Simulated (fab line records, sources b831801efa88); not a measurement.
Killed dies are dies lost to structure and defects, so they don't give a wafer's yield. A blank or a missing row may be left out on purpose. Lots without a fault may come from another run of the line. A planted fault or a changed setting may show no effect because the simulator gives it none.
fab line records | flow gf180mcu
record lots=5 wafers=15 last_day=34
route steps=602 shown V2@404 M3@409 V3@429
lots that met no fault: from a run of the same line without faults
start_h: hours from the record's first day to the start of the lot's first wafer shown | wait_h: hours since the lot's step before | " the same as in the row above | L1.1+2: a row that stands for several wafers | - no value, or no start given | * or withheld: withheld | < > ~ a bound
route shown NAME@n: a module of which the file shows steps, and the number in the route of the first | usual: mean/standard deviation of fault-free wafers | same: alike in all rows | chamber/n: place in a boat | sites: the reading at each site | _std_site: their standard deviation | _edge_site: outer sites' mean less inner sites' | radius_mm: how far each site lies from the wafer's centre | mask NAME#n: copy n | behind: the tool/chamber that last shaped the wafer | hold: why the lot was held/for how many hours/how that ended | device: the transistor (n, p or np) that didn't switch | end of line: the same wafers' tests at the end of the route | a step without rows: its recipe alone | killed: dies lost to structure and defects at the first sort, not the wafer's yield | map: a wafer's dies, x killed, . not, _ none there
set.NAME: the setting as run; set.NAME@STEP: as run at that earlier step | model.NAME: the simulator's own value behind a step, which no gauge read
lots at some steps of the route; a table a step, a row a wafer
services: from which hour (start_h, from the record's first day; less than 0 if before it) a tool's chamber was out of use, for how many hours, and why
## steps
# step GF_V2_SPUTTER_22
# recipe material=TiN target_thk_nm=10 chamber_pressure_pa=5 power_w=4000 time_s=40
# usual throttle_valve_pct=30.1/1
# columns lot.wafer tool chamber start_h wait_h throttle_valve_pct
L089.1 pvd_sputter-03 - 594.45 0.0 29.7
L089.2 " - " " 30.4
L089.3 " - " " 30.3
L092.1 pvd_sputter-03 - 612.70 0.0 30.0
L092.3 " - " " 30.5
L092.6 " - " " 30.4
L093.3 pvd_sputter-01 - 617.86 0.0 30.4
L093.4 " - " " 29.7
L093.5 " - " " 28.0
L095.2 pvd_sputter-01 - 630.84 0.0 28.2
L095.3 " - " " 28.2
L095.6 " - " " 28.1
L096.1 pvd_sputter-04 - 641.20 0.0 30.2
L096.2 " - " " 29.4
L096.5 " - " " 31.6
# step GF_V2_CVD_23
# recipe material=W target_thk_nm=350 time_s=104.94 temp_c=400 pressure_torr=40
# usual heater_power_w=887/65
# columns lot.wafer tool chamber start_h wait_h heater_power_w
L089.1 cvd_w-02 1 594.49 0.0 856
L089.2 " 0 " " 907
L089.3 " 1 " " 850
L092.1 cvd_w-02 1 612.74 0.0 874
L092.3 " 1 " " 874
L092.6 " 0 " " 902
L093.3 cvd_w-01 1 617.94 0.1 816
L093.4 " 0 " " 988
L093.5 " 1 " " 815
L095.2 cvd_w-02 0 630.88 0.0 877
L095.3 " 1 " " 860
L095.6 " 1 " " 866
L096.1 cvd_w-01 0 641.24 0.0 983
L096.2 " 1 " " 800
L096.5 " 0 " " 997
# step GF_V2_RS_MEAS_24
# recipe thk_meas_gauge=four-point-probe reads=W_of_V2_CVD_23+TiN_of_V2_SPUTTER_22+Ti_of_V2_SPUTTER_21
# usual V2_W_RS=0.328/0.0033
# columns lot.wafer tool chamber start_h wait_h V2_W_RS[ohm/sq]
L089.1 film_metro-02 - 594.60 0.1 0.327
L089.2 " - " " 0.324
L089.3 " - " " 0.329
L092.1 film_metro-04 - 612.89 0.1 0.332
L092.3 " - " " 0.331
L092.6 " - " " 0.328
L093.3 film_metro-02 - 618.33 0.4 0.327
L093.4 " - " " 0.328
L093.5 " - " " 0.330
L095.2 film_metro-02 - 631.01 0.1 0.331
L095.3 " - " " 0.334
L095.6 " - " " 0.331
L096.1 film_metro-04 - 641.35 0.1 0.331
L096.2 " - " " 0.331
L096.5 " - " " 0.337
# step GF_V2_THK_MEAS_25
# recipe thk_meas_gauge=xrf reads=W_of_V2_CVD_23
# usual V2_W_THK=352/4.6
# columns lot.wafer tool chamber start_h wait_h V2_W_THK[nm]
L089.1 film_metro-02 - 594.72 0.1 352
L089.2 " - " " 356
L089.3 " - " " 349
L092.1 film_metro-04 - 613.01 0.1 348
L092.3 " - " " 350
L092.6 " - " " 354
L093.3 film_metro-02 - 618.43 0.1 346
L093.4 " - " " 343
L093.5 " - " " 342
L095.2 film_metro-02 - 631.12 0.1 346
L095.3 " - " " 341
L095.6 " - " " 343
L096.1 film_metro-04 - 641.47 0.1 350
L096.2 " - " " 353
L096.5 " - " " 344
# step GF_V2_CMP_26
# recipe stop_on=SiO2 down_force_psi=3.5 platen_rpm=60 t_overpolish_s=15 target_thk_nm=0 pad_velocity_m_s=0.94248
# usual motor_current_A=11.5/1 overpolish_run_s=15.000/0.0092 slurry_filter_dp_kPa=13.49/0.13 slurry_flow_ml_min=150.0/0.47 time_to_endpoint_s=82.8/2.8
# columns lot.wafer tool chamber start_h wait_h motor_current_A overpolish_run_s slurry_filter_dp_kPa slurry_flow_ml_min time_to_endpoint_s
L089.1 cmp-01 1 594.78 0.1 10.6 15.001 13.53 150.5 82.0
L089.3 " 2 " " 11.9 14.990 13.33 151.0 79.7
L089.2 " 3 " " 12.4 14.990 13.66 149.8 83.0
L092.1 cmp-02 1 613.12 0.1 12.6 15.019 13.48 150.1 82.1
L092.3 " 3 " " 12.4 15.003 13.56 149.8 81.9
L092.6 " 1 " " 12.9 14.996 13.57 150.3 85.3
L093.4 cmp-01 1 618.52 0.1 11.0 14.998 13.63 149.2 86.2
L093.3 " 2 " " 12.0 14.994 13.37 150.4 86.1
L093.5 " 1 " " 10.4 15.000 13.69 149.6 82.2
L095.2 cmp-02 0 631.48 0.4 11.3 15.002 13.65 150.5 78.9
L095.3 " 1 " " 12.8 15.008 13.45 150.2 85.0
L095.6 " 3 " " 12.1 15.001 13.60 149.7 85.3
L096.1 cmp-01 2 641.63 0.1 12.4 15.013 13.42 150.2 80.9
L096.2 " 3 " " 11.9 15.000 13.48 150.7 81.1
L096.5 " 1 " " 10.1 14.995 13.40 150.4 81.5
# step GF_M3_SPUTTER_00
# recipe material=Ti target_thk_nm=37.5 arriving_ion_energy_ev=80 substrate_temp_c=200 chamber_pressure_pa=2 power_w=4000 time_s=150
# usual substrate_temp_c=199.99/0.16 throttle_valve_pct=30.1/1.4
# columns lot.wafer tool chamber start_h wait_h substrate_temp_c throttle_valve_pct
L089.1 pvd_sputter-02 - 595.08 0.2 199.95 31.2
L089.2 " - " " 200.17 31.1
L089.3 " - " " 199.78 27.2
L092.1 pvd_sputter-04 - 613.37 0.2 200.02 31.6
L092.3 " - " " 200.09 29.6
L092.6 " - " " 200.00 30.5
L093.3 pvd_sputter-02 - 618.77 0.1 199.75 31.2
L093.4 " - " " 199.99 31.1
L093.5 " - " " 200.21 26.9
L095.2 pvd_sputter-01 - 631.73 0.2 199.84 28.3
L095.3 " - " " 200.01 30.2
L095.6 " - " " 199.90 29.6
L096.1 pvd_sputter-04 - 641.83 0.1 200.02 31.7
L096.2 " - " " 199.84 31.7
L096.5 " - " " 199.85 30.7
# step GF_M3_SPUTTER_01
# recipe material=TiN target_thk_nm=30 power_w=6500 time_s=25 chamber_pressure_pa=0.4
# usual throttle_valve_pct=30.0/1.5
# columns lot.wafer tool chamber start_h wait_h throttle_valve_pct
L089.1 pvd_sputter-02 - 595.18 0.1 31.0
L089.2 " - " " 31.2
L089.3 " - " " 26.7
L092.1 pvd_sputter-04 - 613.47 0.1 32.0
L092.3 " - " " 29.4
L092.6 " - " " 30.5
L093.3 pvd_sputter-02 - 618.89 0.1 31.3
L093.4 " - " " 31.3
L093.5 " - " " 26.6
L095.2 pvd_sputter-01 - 631.83 0.1 28.0
L095.3 " - " " 30.6
L095.6 " - " " 29.8
L096.1 pvd_sputter-04 - 641.93 0.1 31.6
L096.2 " - " " 31.8
L096.5 " - " " 30.9
# step GF_M3_SPUTTER_02
# recipe material=AlCu target_thk_nm=450 power_w=10600 time_s=23.9 chamber_pressure_pa=0.4
# usual throttle_valve_pct=30.1/1.5
# columns lot.wafer tool chamber start_h wait_h throttle_valve_pct
L089.1 pvd_sputter-02 - 595.21 0.0 31.1
L089.2 " - " " 31.3
L089.3 " - " " 26.9
L092.1 pvd_sputter-04 - 613.50 0.0 31.7
L092.3 " - " " 29.7
L092.6 " - " " 30.7
L093.3 pvd_sputter-02 - 618.93 0.0 31.4
L093.4 " - " " 31.1
L093.5 " - " " 27.2
L095.2 pvd_sputter-01 - 631.86 0.0 27.9
L095.3 " - " " 30.5
L095.6 " - " " 29.7
L096.1 pvd_sputter-04 - 641.96 0.0 31.7
L096.2 " - " " 31.8
L096.5 " - " " 30.4
# step GF_M3_SPUTTER_03
# recipe material=Ti target_thk_nm=10 substrate_temp_c=300 chamber_pressure_pa=0.3 power_w=3000 time_s=6.7
# usual substrate_temp_c=300.01/0.18 throttle_valve_pct=30.1/1.5
# columns lot.wafer tool chamber start_h wait_h substrate_temp_c throttle_valve_pct
L089.1 pvd_sputter-02 - 595.24 0.0 299.86 31.2
L089.2 " - " " 300.34 31.2
L089.3 " - " " 300.28 26.9
L092.1 pvd_sputter-04 - 613.53 0.0 300.21 31.9
L092.3 " - " " 299.98 29.7
L092.6 " - " " 299.92 30.5
L093.3 pvd_sputter-02 - 618.96 0.0 299.81 31.1
L093.4 " - " " 300.15 31.2
L093.5 " - " " 299.86 26.7
L095.2 pvd_sputter-01 - 631.89 0.0 299.92 28.2
L095.3 " - " " 299.94 30.6
L095.6 " - " " 300.01 29.6
L096.1 pvd_sputter-04 - 641.99 0.0 300.12 31.7
L096.2 " - " " 300.14 31.8
L096.5 " - " " 299.78 30.3
# step GF_M3_SPUTTER_04
# recipe material=TiN target_thk_nm=50 power_w=6500 time_s=41.7 chamber_pressure_pa=0.4
# usual throttle_valve_pct=30.1/1.5
# columns lot.wafer tool chamber start_h wait_h throttle_valve_pct
L089.1 pvd_sputter-02 - 595.26 0.0 31.1
L089.2 " - " " 31.3
L089.3 " - " " 26.9
L092.1 pvd_sputter-04 - 613.55 0.0 32.0
L092.3 " - " " 29.7
L092.6 " - " " 30.3
L093.3 pvd_sputter-02 - 618.99 0.0 31.0
L093.4 " - " " 31.1
L093.5 " - " " 27.2
L095.2 pvd_sputter-01 - 631.91 0.0 28.5
L095.3 " - " " 30.4
L095.6 " - " " 29.6
L096.1 pvd_sputter-04 - 642.01 0.0 31.6
L096.2 " - " " 31.6
L096.5 " - " " 30.6
# step GF_M3_RS_MEAS_05
# recipe thk_meas_gauge=four-point-probe reads=TiN_of_M3_SPUTTER_04+Ti_of_M3_SPUTTER_03+AlCu_of_M3_SPUTTER_02+TiN_of_M3_SPUTTER_01+Ti_of_M3_SPUTTER_00
# usual M3_ALCU_RS=0.0695/0.00082
# columns lot.wafer tool chamber start_h wait_h M3_ALCU_RS[ohm/sq]
L089.1 film_metro-03 - 595.30 0.0 0.0706
L089.2 " - " " 0.0697
L089.3 " - " " 0.0698
L092.1 film_metro-03 - 613.59 0.0 0.0686
L092.3 " - " " 0.0677
L092.6 " - " " 0.0682
L093.3 film_metro-04 - 619.07 0.1 0.0698
L093.4 " - " " 0.0708
L093.5 " - " " 0.0698
L095.2 film_metro-03 - 631.97 0.0 0.0695
L095.3 " - " " 0.0689
L095.6 " - " " 0.0682
L096.1 film_metro-01 - 642.05 0.0 0.0695
L096.2 " - " " 0.0687
L096.5 " - " " 0.0693
# step GF_M3_THK_MEAS_06
# recipe thk_meas_gauge=xrf reads=AlCu_of_M3_SPUTTER_02
# usual M3_ALCU_THK=450/6.6
# columns lot.wafer tool chamber start_h wait_h M3_ALCU_THK[nm]
L089.1 film_metro-03 - 595.42 0.1 445
L089.2 " - " " 451
L089.3 " - " " 451
L092.1 film_metro-03 - 613.71 0.1 459
L092.3 " - " " 464
L092.6 " - " " 462
L093.3 film_metro-04 - 619.17 0.1 452
L093.4 " - " " 446
L093.5 " - " " 452
L095.2 film_metro-03 - 632.08 0.1 451
L095.3 " - " " 454
L095.6 " - " " 460
L096.1 film_metro-01 - 642.17 0.1 442
L096.2 " - " " 447
L096.5 " - " " 444
# step GF_M3_DEHYDRATE_07
# recipe temp_c=200 time_s=60
# usual chill_plate_temp_C=22.99/0.11
# columns lot.wafer tool chamber start_h wait_h chill_plate_temp_C
L089.1 litho_track-04 0 605.87 10.4 22.98
L089.2 " 0 " " 22.92
L089.3 " 0 " " 22.85
L092.1 litho_track-02 0 623.16 9.4 22.88
L092.3 " 0 " " 22.86
L092.6 " 0 " " 22.88
L093.3 litho_track-02 0 628.81 9.6 22.96
L093.4 " 0 " " 23.08
L093.5 " 0 " " 22.99
L095.2 litho_track-04 0 640.95 8.9 23.13
L095.3 " 0 " " 23.03
L095.6 " 0 " " 23.00
L096.1 litho_track-02 0 652.01 9.8 22.92
L096.2 " 0 " " 22.95
L096.5 " 0 " " 22.90
# step GF_M3_HMDS_08
# recipe prime_time_s=60 prime_temp_c=120
# usual chill_plate_temp_C=22.99/0.11
# columns lot.wafer tool chamber start_h wait_h chill_plate_temp_C
L089.1 litho_track-04 0 606.02 0.1 22.93
L089.2 " 0 " " 22.92
L089.3 " 0 " " 22.95
L092.1 litho_track-02 0 623.31 0.1 22.95
L092.3 " 0 " " 22.94
L092.6 " 0 " " 22.92
L093.3 litho_track-02 0 628.96 0.1 22.95
L093.4 " 0 " " 22.80
L093.5 " 0 " " 23.03
L095.2 litho_track-04 0 641.10 0.1 23.06
L095.3 " 0 " " 23.17
L095.6 " 0 " " 22.99
L096.1 litho_track-02 0 652.16 0.1 22.98
L096.2 " 0 " " 22.95
L096.5 " 0 " " 22.98
# step GF_M3_COAT_09
# recipe resist=KrF spin_rpm=withheld resist_thk_nm=1000
# usual chill_plate_temp_C=23.02/0.12
# columns lot.wafer tool chamber start_h wait_h chill_plate_temp_C
L089.1 litho_track-04 0 606.17 0.1 23.17
L089.2 " 0 " " 23.04
L089.3 " 0 " " 22.98
L092.1 litho_track-02 0 623.46 0.1 23.09
L092.3 " 0 " " 23.11
L092.6 " 0 " " 23.16
L093.3 litho_track-02 0 629.11 0.1 23.00
L093.4 " 0 " " 23.10
L093.5 " 0 " " 22.93
L095.2 litho_track-04 0 641.25 0.1 23.21
L095.3 " 0 " " 23.11
L095.6 " 0 " " 23.07
L096.1 litho_track-02 0 652.31 0.1 23.19
L096.2 " 0 " " 23.09
L096.5 " 0 " " 23.19
# step GF_M3_SOFTBAKE_10
# recipe temp_c=130 time_s=60 resist=KrF
# usual chill_plate_temp_C=22.99/0.1
# columns lot.wafer tool chamber start_h wait_h chill_plate_temp_C
L089.1 litho_track-04 0 606.32 0.1 23.03
L089.2 " 0 " " 23.07
L089.3 " 0 " " 23.05
L092.1 litho_track-02 0 623.61 0.1 22.92
L092.3 " 0 " " 23.07
L092.6 " 0 " " 23.00
L093.3 litho_track-02 0 629.26 0.1 23.02
L093.4 " 0 " " 22.88
L093.5 " 0 " " 22.98
L095.2 litho_track-04 0 641.40 0.1 23.05
L095.3 " 0 " " 23.00
L095.6 " 0 " " 23.01
L096.1 litho_track-02 0 652.46 0.1 22.94
L096.2 " 0 " " 22.99
L096.5 " 0 " " 22.93
# step GF_M3_EXPOSE_11
# recipe mask_id=Metal3 target_cd_nm=280 na=0.68 source_shape=conventional sigma_outer=0.6 dose_mj=28
# usual exposure_dose_mJ_cm2=28.07/0.16 reticle_temp_C=23.01/0.1
# same sigma_outer=0.6
# columns lot.wafer tool chamber start_h wait_h mask exposure_dose_mJ_cm2 reticle_temp_C
L089.1 krf_scanner-02 0 - - Metal3#0 27.89 23.08
L089.2 " 0 " " Metal3#0 27.84 23.01
L089.3 " 0 " " Metal3#0 27.90 22.99
L092.1 krf_scanner-02 0 - - Metal3#0 27.87 22.81
L092.3 " 0 " " Metal3#0 27.89 23.02
L092.6 " 0 " " Metal3#0 27.90 22.91
L093.3 krf_scanner-02 0 - - Metal3#0 27.85 22.92
L093.4 " 0 " " Metal3#0 27.89 23.07
L093.5 " 0 " " Metal3#0 27.87 23.12
L095.2 krf_scanner-01 0 - - Metal3#0 28.26 23.04
L095.3 " 0 " " Metal3#0 28.26 22.81
L095.6 " 0 " " Metal3#0 28.25 22.97
L096.1 krf_scanner-01 0 - - Metal3#0 28.25 23.09
L096.2 " 0 " " Metal3#0 28.23 23.21
L096.5 " 0 " " Metal3#0 28.26 23.14
# step GF_M3_PEB_12
# recipe peb_temp_c=135 peb_time_s=90 resist=KrF
# usual chill_plate_temp_C=23.00/0.11
# same peb_time_s=90
# columns lot.wafer tool chamber start_h wait_h chill_plate_temp_C
L089.1 litho_track-01 0 - - 22.89
L089.2 " 0 " " 22.96
L089.3 " 0 " " 22.88
L092.1 litho_track-01 0 - - 23.22
L092.3 " 0 " " 22.90
L092.6 " 0 " " 23.01
L093.3 litho_track-04 0 - - 23.06
L093.4 " 0 " " 23.08
L093.5 " 0 " " 23.17
L095.2 litho_track-04 0 - - 22.95
L095.3 " 0 " " 23.18
L095.6 " 0 " " 23.03
L096.1 litho_track-01 0 - - 22.91
L096.2 " 0 " " 23.14
L096.5 " 0 " " 23.12
# step GF_M3_DEVELOP_13
# recipe develop_time_s=60 dev_temp_c=19.79
# usual chill_plate_temp_C=23.01/0.1
# columns lot.wafer tool chamber start_h wait_h chill_plate_temp_C
L089.1 litho_track-01 0 616.47 0.2 23.05
L089.2 " 0 " " 23.12
L089.3 " 0 " " 22.88
L092.1 litho_track-01 0 634.22 0.2 23.01
L092.3 " 0 " " 23.04
L092.6 " 0 " " 22.97
L093.3 litho_track-04 0 638.92 0.1 23.05
L093.4 " 0 " " 23.03
L093.5 " 0 " " 23.09
L095.2 litho_track-04 0 651.40 0.2 22.96
L095.3 " 0 " " 23.09
L095.6 " 0 " " 23.08
L096.1 litho_track-01 0 661.77 0.2 23.08
L096.2 " 0 " " 23.03
L096.5 " 0 " " 23.04
# step GF_M3_CD_MEAS_14
# recipe target_cd_nm=280
# usual cd_nm=280.6/1.3
# columns lot.wafer tool chamber start_h wait_h cd_nm
L089.1 cd_sem-02 - 616.62 0.1 281.1
L089.2 " - " " 281.1
L089.3 " - " " 281.6
L092.1 cd_sem-01 - 634.37 0.1 280.9
L092.3 " - " " 281.4
L092.6 " - " " 281.6
L093.3 cd_sem-01 - 639.17 0.2 279.4
L093.4 " - " " 280.1
L093.5 " - " " 282.1
L095.2 cd_sem-02 - 651.54 0.1 277.8
L095.3 " - " " 279.7
L095.6 " - " " 278.3
L096.1 cd_sem-01 - 661.92 0.1 282.6
L096.2 " - " " 283.1
L096.5 " - " " 282.4
# step GF_M3_OVL_MEAS_15
# usual M3_OVL=5/6.8
# columns lot.wafer tool chamber start_h wait_h M3_OVL[nm]
L089.1 overlay-01 - 616.74 0.1 -4
L089.2 " - " " 7
L089.3 " - " " -5
L092.1 overlay-01 - 634.49 0.1 -2
L092.3 " - " " -2
L092.6 " - " " 8
L093.3 overlay-01 - 639.26 0.1 14
L093.4 " - " " 22
L093.5 " - " " 12
L095.2 overlay-01 - 651.65 0.1 -1
L095.3 " - " " 9
L095.6 " - " " 3
L096.1 overlay-02 - 662.04 0.1 9
L096.2 " - " " 4
L096.5 " - " " 9
# step GF_M3_METAL_ETCH_16
# recipe chemistry=Cl2/BCl3 mask_material=KrF target_depth_nm=750.8 stop_on=SiO2 pressure_mtorr=8 icp_w=800 bias_w=140 Cl2_flow_sccm=80 bcl3_flow_sccm=40 time_s=125.1
# usual drypump_motor_current_A=5.7/0.4 oes_product_au=0.989/0.0078 throttle_valve_pct=28.230/0.012
# columns lot.wafer tool chamber start_h wait_h drypump_motor_current_A oes_product_au rf_hours_counter_h throttle_valve_pct
L089.1 rie_metal-04 1 616.78 0.0 6.0 0.999 14 28.219
L089.2 " 1 " " 6.0 0.994 - 28.223
L089.3 " 1 " " 6.0 0.997 - 28.234
L092.1 rie_metal-01 0 634.53 0.0 5.6 0.988 2 28.228
L092.3 " 1 " " 5.7 0.981 - 28.242
L092.6 " 1 " " 5.6 0.978 - 28.248
L093.3 rie_metal-01 0 639.33 0.1 5.6 0.992 - 28.215
L093.4 " 1 " " 5.6 0.978 - 28.237
L093.5 " 1 " " 5.6 0.978 - 28.243
L095.2 rie_metal-01 0 651.72 0.1 5.6 0.992 - 28.234
L095.3 " 0 " " 5.6 0.994 - 28.231
L095.6 " 0 " " 5.6 0.995 - 28.228
L096.1 rie_metal-01 0 662.08 0.0 5.6 0.980 3 28.231
L096.2 " 0 " " 5.6 0.998 - 28.222
L096.5 " 0 " " 5.6 0.993 - 28.223
# step GF_M3_STRIP_17
# recipe chemistry=O2/N2 power_w=1400 pressure_mtorr=1500 platen_temp_c=250 o2_flow_sccm=3000 n2_flow_sccm=300 overash_fraction=0.5
# usual drypump_motor_current_A=5.8/0.4 heater_power_w=316/22 oes_product_au=0.538/0.0055 strip_time_to_endpoint_s=7.40/0.064
# columns lot.wafer tool chamber start_h wait_h drypump_motor_current_A heater_power_w oes_product_au rf_hours_counter_h strip_time_to_endpoint_s
L089.1 plasma_asher-04 0 617.04 0.2 5.6 330 0.542 21 7.37
L089.2 " 1 " " 5.1 333 0.537 21 7.37
L089.3 " 1 " " 5.1 321 0.543 - 7.38
L092.1 plasma_asher-01 1 634.66 0.1 6.0 355 0.538 57 7.42
L092.3 " 1 " " 6.0 344 0.547 - 7.49
L092.6 " 1 " " 6.0 348 0.540 - 7.50
L093.3 plasma_asher-01 1 639.45 0.1 6.0 344 0.536 - 7.40
L093.4 " 0 " " 6.4 292 0.548 - 7.52
L093.5 " 1 " " 6.0 353 0.548 - 7.51
L095.2 plasma_asher-01 1 651.94 0.2 6.0 354 0.536 59 7.38
L095.3 " 1 " " 6.0 349 0.531 - 7.40
L095.6 " 1 " " 6.0 341 0.536 - 7.37
L096.1 plasma_asher-01 1 662.33 0.2 6.0 348 0.540 60 7.44
L096.2 " 0 " " 6.4 281 0.543 60 7.42
L096.5 " 0 " " 6.4 286 0.542 - 7.42
# step GF_M3_STRIP_18
# recipe chemistry=post_etch_residue_remover time_s=1200 temp_c=72.5
# columns lot.wafer tool chamber start_h wait_h
L089.1+2+3 wet_bench-03 3 617.14 0.1
L092.1+3+6 wet_bench-03 3 634.76 0.1
L093.3+4+5 wet_bench-03 2 639.52 0.0
L095.2+3+6 wet_bench-04 3 652.04 0.1
L096.1+2+5 wet_bench-02 0 662.47 0.1
# step GF_M3_CLEAN_19
# recipe chemistry=DIW dry=n2_spin
# columns lot.wafer tool chamber start_h wait_h
L089.1+2+3 wet_bench-03 1 617.61 0.1
L092.1+3+6 wet_bench-02 1 635.10 0.0
L093.3+4+5 wet_bench-02 3 639.86 0.0
L095.2+3+6 wet_bench-02 0 652.38 0.0
L096.1+2+5 wet_bench-03 2 662.81 0.0
# step GF_V3_CVD_00
# recipe material=SiO2 target_thk_nm=600 sigma_open_frac=0.3 temp_c=400 time_s=100 sih4_flow_sccm=60 pressure_mtorr=6
# columns lot.wafer tool chamber start_h wait_h
L089.1+2+3 hdpcvd-02 0,2,0 617.71 0.0
L092.1+3+6 hdpcvd-01 1,2,0 635.19 0.0
L093.3+4+5 hdpcvd-02 1,0,2 639.95 0.0
L095.2+3+6 hdpcvd-01 1,2,0 652.47 0.0
L096.1+2+5 hdpcvd-02 0,1,2 662.90 0.0
# step GF_V3_THK_MEAS_01
# recipe reads=SiO2_of_V3_CVD_00
# usual V3_CVD_00_THK=600/6.3
# columns lot.wafer tool chamber start_h wait_h V3_CVD_00_THK[nm]
L089.1 film_metro-03 - 617.82 0.1 611
L089.2 " - " " 601
L089.3 " - " " 614
L092.1 film_metro-01 - 635.26 0.0 599
L092.3 " - " " 601
L092.6 " - " " 590
L093.3 film_metro-01 - 640.04 0.1 594
L093.4 " - " " 594
L093.5 " - " " 587
L095.2 film_metro-02 - 652.55 0.0 612
L095.3 " - " " 601
L095.6 " - " " 594
L096.1 film_metro-03 - 662.97 0.0 600
L096.2 " - " " 601
L096.5 " - " " 595
# step GF_V3_CVD_02
# recipe material=SiO2 target_thk_nm=850 precursor=TEOS temp_c=400 time_s=94.851 rf_w=600
# usual heater_power_w=698/99
# columns lot.wafer tool chamber start_h wait_h heater_power_w
L089.1 pecvd-04 2 617.88 0.1 610
L089.2 " 0 " " 613
L089.3 " 1 " " 842
L092.1 pecvd-02 0 635.32 0.1 678
L092.3 " 1 " " 625
L092.6 " 0 " " 745
L093.3 pecvd-02 1 640.08 0.0 687
L093.4 " 1 " " 712
L093.5 " 0 " " 767
L095.2 pecvd-04 2 652.60 0.0 647
L095.3 " 0 " " 643
L095.6 " 2 " " 676
L096.1 pecvd-03 0 663.03 0.1 793
L096.2 " 1 " " 826
L096.5 " 2 " " 495
# step GF_V3_THK_MEAS_03
# recipe reads=SiO2_of_V3_CVD_02
# usual V3_CVD_02_THK=852/11
# columns lot.wafer tool chamber start_h wait_h V3_CVD_02_THK[nm]
L089.1 film_metro-03 - 617.95 0.0 852
L089.2 " - " " 850
L089.3 " - " " 853
L092.1 film_metro-03 - 635.39 0.0 846
L092.3 " - " " 854
L092.6 " - " " 865
L093.3 film_metro-02 - 640.17 0.1 840
L093.4 " - " " 845
L093.5 " - " " 852
L095.2 film_metro-01 - 652.68 0.0 850
L095.3 " - " " 857
L095.6 " - " " 860
L096.1 film_metro-01 - 663.10 0.0 860
L096.2 " - " " 850
L096.5 " - " " 861
# step GF_V3_CMP_04
# recipe material=SiO2 down_force_psi=4 platen_rpm=60 pad_velocity_m_s=0.94248
# usual motor_current_A=12.7/1.2 slurry_filter_dp_kPa=13.51/0.14 slurry_flow_ml_min=149.9/0.47 time_to_endpoint_s=82/5.2
# columns lot.wafer tool chamber start_h wait_h motor_current_A slurry_filter_dp_kPa slurry_flow_ml_min time_to_endpoint_s
L089.2 cmp-01 0 618.01 0.0 10.7 13.45 148.8 79
L089.1 " 2 " " 13.3 13.52 150.6 81
L089.3 " 3 " " 13.2 13.24 149.9 83
L092.3 cmp-01 3 635.45 0.0 12.7 13.55 150.1 80
L092.1 " 2 " " 13.1 13.49 150.2 77
L092.6 " 0 " " 11.2 13.58 150.0 89
L093.4 cmp-01 3 640.26 0.1 13.6 13.42 150.6 77
L093.3 " 1 " " 12.0 13.53 149.6 77
L093.5 " 3 " " 13.9 13.36 150.1 80
L095.3 cmp-01 2 652.78 0.1 13.0 13.60 150.2 84
L095.2 " 3 " " 13.3 13.45 150.7 80
L095.6 " 1 " " 11.2 13.27 149.7 86
L096.2 cmp-01 0 663.37 0.2 10.7 13.55 150.3 85
L096.1 " 1 " " 11.2 13.49 149.6 86
L096.5 " 2 " " 13.3 13.50 150.0 87
# step GF_V3_BOW_MEAS_05
# recipe mode=bow
# usual V3_BOW=120/9.4
# columns lot.wafer tool chamber start_h wait_h V3_BOW[um]
L089.1 film_metro-03 - 618.31 0.1 103
L089.2 " - " " 113
L089.3 " - " " 115
L092.1 film_metro-03 - 635.75 0.1 116
L092.3 " - " " 114
L092.6 " - " " 126
L093.3 film_metro-03 - 640.55 0.1 119
L093.4 " - " " 129
L093.5 " - " " 132
L095.2 film_metro-02 - 653.05 0.2 111
L095.3 " - " " 112
L095.6 " - " " 119
L096.1 film_metro-03 - 663.57 0.1 122
L096.2 " - " " 118
L096.5 " - " " 125
# step GF_V3_DEHYDRATE_06
# recipe temp_c=200 time_s=60
# usual chill_plate_temp_C=23.03/0.1
# columns lot.wafer tool chamber start_h wait_h chill_plate_temp_C
L089.1 litho_track-03 0 628.16 9.8 23.14
L089.2 " 0 " " 23.06
L089.3 " 0 " " 23.02
L092.1 litho_track-01 0 644.57 8.8 22.98
L092.3 " 0 " " 22.88
L092.6 " 0 " " 22.88
L093.3 litho_track-03 0 650.31 9.7 22.84
L093.4 " 0 " " 22.98
L093.5 " 0 " " 23.20
L095.2 litho_track-02 0 661.83 8.8 23.13
L095.3 " 0 " " 23.12
L095.6 " 0 " " 23.08
L096.1 litho_track-02 0 673.21 9.6 23.11
L096.2 " 0 " " 23.07
L096.5 " 0 " " 23.02
# step GF_V3_HMDS_07
# recipe prime_time_s=60 prime_temp_c=120
# usual chill_plate_temp_C=23.00/0.087
# columns lot.wafer tool chamber start_h wait_h chill_plate_temp_C
L089.1 litho_track-03 0 628.31 0.1 23.15
L089.2 " 0 " " 22.94
L089.3 " 0 " " 23.06
L092.1 litho_track-01 0 644.72 0.1 22.98
L092.3 " 0 " " 22.90
L092.6 " 0 " " 23.10
L093.3 litho_track-03 0 650.46 0.1 22.97
L093.4 " 0 " " 22.97
L093.5 " 0 " " 22.85
L095.2 litho_track-02 0 661.98 0.1 22.88
L095.3 " 0 " " 22.95
L095.6 " 0 " " 22.93
L096.1 litho_track-02 0 673.36 0.1 23.11
L096.2 " 0 " " 22.97
L096.5 " 0 " " 22.91
# step GF_V3_COAT_08
# recipe resist=BARC temp_c=withheld time_s=withheld spin_rpm=withheld resist_thk_nm=withheld
# usual chill_plate_temp_C=*
# columns lot.wafer tool chamber start_h wait_h chill_plate_temp_C
L089.1 litho_track-03 0 628.46 0.1 *
L089.2 " 0 " " *
L089.3 " 0 " " *
L092.1 litho_track-01 0 644.87 0.1 *
L092.3 " 0 " " *
L092.6 " 0 " " *
L093.3 litho_track-03 0 650.61 0.1 *
L093.4 " 0 " " *
L093.5 " 0 " " *
L095.2 litho_track-02 0 662.13 0.1 *
L095.3 " 0 " " *
L095.6 " 0 " " *
L096.1 litho_track-02 0 673.51 0.1 *
L096.2 " 0 " " *
L096.5 " 0 " " *
## services
# columns tool chamber start_h hours kind
cmp-02 - 572.14 4.0 pm
pecvd-02 2 572.44 20.2 repair
hdpcvd-02 1 577.99 3.1 repair
cmp-01 - 578.35 1.0 repair
hdpcvd-02 - 583.07 2.8 pm
pvd_sputter-01 - 589.97 2.3 repair
pecvd-04 - 591.12 14.0 pm
krf_scanner-02 - 591.22 1.4 repair
cvd_w-01 - 613.89 0.7 repair
pecvd-02 2 614.81 1.7 repair
hdpcvd-02 1 615.24 2.7 repair
pvd_sputter-01 - 623.24 3.1 repair
cmp-02 - 623.56 4.3 repair
cmp-01 - 623.58 1.3 repair
cmp-01 - 629.05 3.9 repair
pecvd-02 - 629.37 5.5 pm
krf_scanner-02 - 632.34 0.8 pm
krf_scanner-01 - 635.90 1.3 pm
pvd_sputter-01 - 638.43 4.1 repair
rie_metal-01 1 647.74 22.2 repair
krf_scanner-01 - 654.24 0.8 pm
pvd_sputter-04 - 656.80 3.9 repair
pvd_sputter-01 - 663.85 4.7 repair
cmp-01 - 666.14 2.9 pm
## key
fault none
